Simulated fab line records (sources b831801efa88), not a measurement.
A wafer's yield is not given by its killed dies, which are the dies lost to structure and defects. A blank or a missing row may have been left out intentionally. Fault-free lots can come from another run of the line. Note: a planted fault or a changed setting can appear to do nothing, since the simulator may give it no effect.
fab line records | flow sky130
record lots=14 wafers=42 lastDay=50
route steps=708 shown VT_ADJUST_NCORE@128 LI_CONTACT@374
lots untouched by any fault: they come from a run of this same line in which no faults occurred
startH: start of the lot's first displayed wafer, in hours after the record's first day | waitH: how many hours have passed since the lot's step before this one | " same as the row above | L1.1+2: a single row standing in for several wafers | - no value present, or no start provided | * or withheld: withheld | < > ~ a bound
route shown NAME@n: names a module that has steps shown in the file, with the first one's number in the route | usual: mean/standard deviation taken from wafers without a fault | same: alike in all rows | chamber/n: place in a boat | sites: per-site readings | _std_site: how widely they spread, as a standard deviation | _edge_site: the outer-site mean with the inner-site mean subtracted | radiusMm: for every site, how far away it sits from the centre of the wafer | mask NAME#n: copy n | behind: the most recent tool/chamber to have shaped the wafer | hold: cause of the lot's hold/its duration in hours/its outcome | device: which transistor (n, p or np) failed to switch | end of line: at the end of the route, the tests of the same wafers | a step without rows: its recipe alone | killed: not the wafer's yield, but the dies lost to structure and defects at the first sort | map: per-die view of a wafer (x killed, . not killed, _ where there is no die)
set.NAME: the setting as run; set.NAME@STEP: as run at that earlier step | model.NAME: the simulator's own value behind a step, which no gauge read
the route's steps for a sample of lots (tables are steps, rows are wafers)
services: the hour from which a tool's chamber was out of use, counted from the record's first day as startH (under 0 if before that day), plus the number of hours and why
## steps
# step SKY_VT_ADJUST_NCORE_IMPLANT_09
# recipe species=B energyKev=10 doseCm2=2.4e+12 tiltDeg=withheld
# usual doseIonsCm2=2.4001e+12/2.7e+09 faradayCurrentUA=13.58/0.28
# columns lot.wafer tool chamber startH waitH doseIonsCm2 faradayCurrentUA
L921.1 implanter-02 0 178.78 0.0 2.4017e+12 13.77
L921.2 " 0 " " 2.3957e+12 13.78
L921.3 " 0 " " 2.3992e+12 13.90
L922.1 implanter-01 0 185.75 0.0 2.399e+12 13.99
L922.2 " 0 " " 2.3984e+12 13.64
L922.6 " 0 " " 2.3998e+12 13.64
L923.3 implanter-01 0 192.55 0.1 2.3992e+12 13.81
L923.4 " 0 " " 2.397e+12 13.52
L923.5 " 0 " " 2.403e+12 14.08
L924.2 implanter-01 0 200.87 0.0 2.3999e+12 13.63
L924.3 " 0 " " 2.3986e+12 13.73
L924.4 " 0 " " 2.3968e+12 13.89
L927.3 implanter-01 0 223.98 0.1 2.401e+12 13.73
L927.5 " 0 " " 2.3991e+12 13.26
L927.6 " 0 " " 2.3993e+12 13.37
L929.4 implanter-03 0 235.65 0.1 2.4e+12 13.75
L929.5 " 0 " " 2.3998e+12 13.50
L929.6 " 0 " " 2.3983e+12 13.46
L930.2 implanter-02 0 243.30 0.0 2.396e+12 13.47
L930.3 " 0 " " 2.3942e+12 13.81
L930.5 " 0 " " 2.3962e+12 12.95
L931.2 implanter-03 0 250.57 0.0 2.3996e+12 13.73
L931.3 " 0 " " 2.3973e+12 13.84
L931.5 " 0 " " 2.4024e+12 13.31
L932.1 implanter-03 0 262.65 0.0 2.3988e+12 13.98
L932.4 " 0 " " 2.4007e+12 13.50
L932.6 " 0 " " 2.4023e+12 13.47
L933.2 implanter-03 0 273.05 0.0 2.4036e+12 13.68
L933.3 " 0 " " 2.4024e+12 13.35
L933.4 " 0 " " 2.4026e+12 12.83
L937.1 implanter-01 0 293.77 0.0 4.777e+11 2.69
L937.2 " 0 " " 4.799e+11 2.72
L937.5 " 0 " " 4.8e+11 2.72
L939.1 implanter-01 0 311.57 0.0 4.845e+11 2.71
L939.4 " 0 " " 4.84e+11 2.56
L939.5 " 0 " " 4.802e+11 2.66
L940.3 implanter-02 0 316.77 0.1 2.4017e+12 13.30
L940.4 " 0 " " 2.3984e+12 14.00
L940.5 " 0 " " 2.4018e+12 14.20
L944.1 implanter-02 0 343.78 0.0 2.4016e+12 13.46
L944.3 " 0 " " 2.3972e+12 13.60
L944.6 " 0 " " 2.3958e+12 13.62
# step SKY_VT_ADJUST_NCORE_TW_MEAS_11
# usual VT_ADJUST_NCORE_TW=218.1/1.9
# columns lot.wafer tool chamber startH waitH VT_ADJUST_NCORE_TW
L921.1 filmMetro-02 - 179.03 0.1 216.1
L921.2 " - " " 214.8
L921.3 " - " " 216.1
L922.1 filmMetro-01 - 186.00 0.1 217.5
L922.2 " - " " 217.9
L922.6 " - " " 217.9
L923.3 filmMetro-01 - 192.77 0.1 216.7
L923.4 " - " " 217.9
L923.5 " - " " 215.7
L924.2 filmMetro-02 - 201.11 0.1 217.2
L924.3 " - " " 215.4
L924.4 " - " " 216.1
L927.3 filmMetro-01 - 224.20 0.1 217.9
L927.5 " - " " 216.5
L927.6 " - " " 217.0
L929.4 filmMetro-02 - 235.86 0.1 216.0
L929.5 " - " " 216.2
L929.6 " - " " 217.7
L930.2 filmMetro-03 - 243.54 0.1 219.9
L930.3 " - " " 220.5
L930.5 " - " " 219.1
L931.2 filmMetro-03 - 250.81 0.1 219.9
L931.3 " - " " 219.5
L931.5 " - " " 220.0
L932.1 filmMetro-01 - 262.90 0.1 215.9
L932.4 " - " " 217.2
L932.6 " - " " 218.0
L933.2 filmMetro-02 - 273.29 0.1 216.1
L933.3 " - " " 216.1
L933.4 " - " " 215.7
L937.1 filmMetro-03 - 294.02 0.1 141.6
L937.2 " - " " 141.8
L937.5 " - " " 142.0
L939.1 filmMetro-03 - 311.82 0.1 141.3
L939.4 " - " " 141.8
L939.5 " - " " 140.7
L940.3 filmMetro-02 - 316.99 0.1 215.2
L940.4 " - " " 216.3
L940.5 " - " " 215.1
L944.1 filmMetro-03 - 344.03 0.1 220.9
L944.3 " - " " 221.6
L944.6 " - " " 221.5
# step SKY_LI_CONTACT_CD_MEAS_12
# recipe targetCdNm=170
# usual cdNm=169.8/1.3
# columns lot.wafer tool chamber startH waitH cdNm
L921.1 cdSem-02 - 676.98 - 169.5
L921.2 " - " " 169.6
L921.3 " - " " 171.0
L922.1 cdSem-01 - 683.66 - 168.3
L922.2 " - " " 169.1
L922.6 " - " " 168.1
L924.2 cdSem-01 - 700.95 - 168.5
L924.3 " - " " 169.9
L924.4 " - " " 170.8
L923.3 cdSem-01 - 701.32 - 171.4
L923.4 " - " " 170.4
L923.5 " - " " 169.4
L927.3 cdSem-02 - 727.07 - 170.9
L927.5 " - " " 170.1
L927.6 " - " " 170.8
L929.4 cdSem-02 - 738.04 - 172.4
L929.5 " - " " 171.2
L929.6 " - " " 171.6
L930.2 cdSem-02 - 748.93 - 170.3
L930.3 " - " " 169.5
L930.5 " - " " 170.3
L931.2 cdSem-01 - 750.70 - 170.3
L931.3 " - " " 172.0
L931.5 " - " " 170.1
L932.1 cdSem-02 - 771.57 - 170.0
L932.4 " - " " 171.7
L932.6 " - " " 169.5
L933.2 cdSem-02 - 779.60 - 172.8
L933.3 " - " " 172.3
L933.4 " - " " 171.1
L937.1 cdSem-01 - 801.46 - 170.2
L937.2 " - " " 169.0
L937.5 " - " " 170.0
L939.1 cdSem-02 - 818.58 - 167.9
L939.4 " - " " 169.6
L939.5 " - " " 170.2
L940.3 cdSem-01 - 825.51 - 168.5
L940.4 " - " " 169.5
L940.5 " - " " 168.8
L944.1 cdSem-02 - 851.38 - 167.9
L944.3 " - " " 166.6
L944.6 " - " " 169.0
## services
# columns tool chamber startH hours kind
implanter-02 - 253.92 8.9 repair
implanter-01 - 254.75 2.0 repair
implanter-02 - 257.76 1.3 repair
implanter-03 - 258.76 3.2 repair
implanter-02 - 277.41 7.2 repair
## key
firstSign step=SKY_VT_ADJUST_NCORE_IMPLANT_09 reading=doseIonsCm2 direction=down sigmas=99+ usual=* struck=*
effect step=SKY_VT_ADJUST_NCORE_IMPLANT_09 reading=faradayCurrentUA direction=down sigmas=39 usual=13.58 struck=2.68
effect step=SKY_VT_ADJUST_NCORE_TW_MEAS_11 reading=VT_ADJUST_NCORE_TW direction=down sigmas=39 usual=218.1 struck=141.6
metAt SKY_VT_ADJUST_NCORE_IMPLANT_09
struckLots L937,L939
testerLeftOut L937,L939
notActingAt SKY_LI_CONTACT_CD_MEAS_12
onsetBetween 223.98 293.77
fault kind=processParameterDrift tool=implanter-01 chamber=- onsetH=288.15 steps=SKY_VT_ADJUST_NCORE_IMPLANT_09 channel=doseCm2 offset=* shape=step endH=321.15 actsIn=* stated=*
# testerLeftOut: of these lots the tester's yield and bins aren't shown, on N5 and GAA mostly nor the transistor test; their killed dies are dies lost to structure and defects alone, not to doping, threshold or leakage, so they don't give the yield
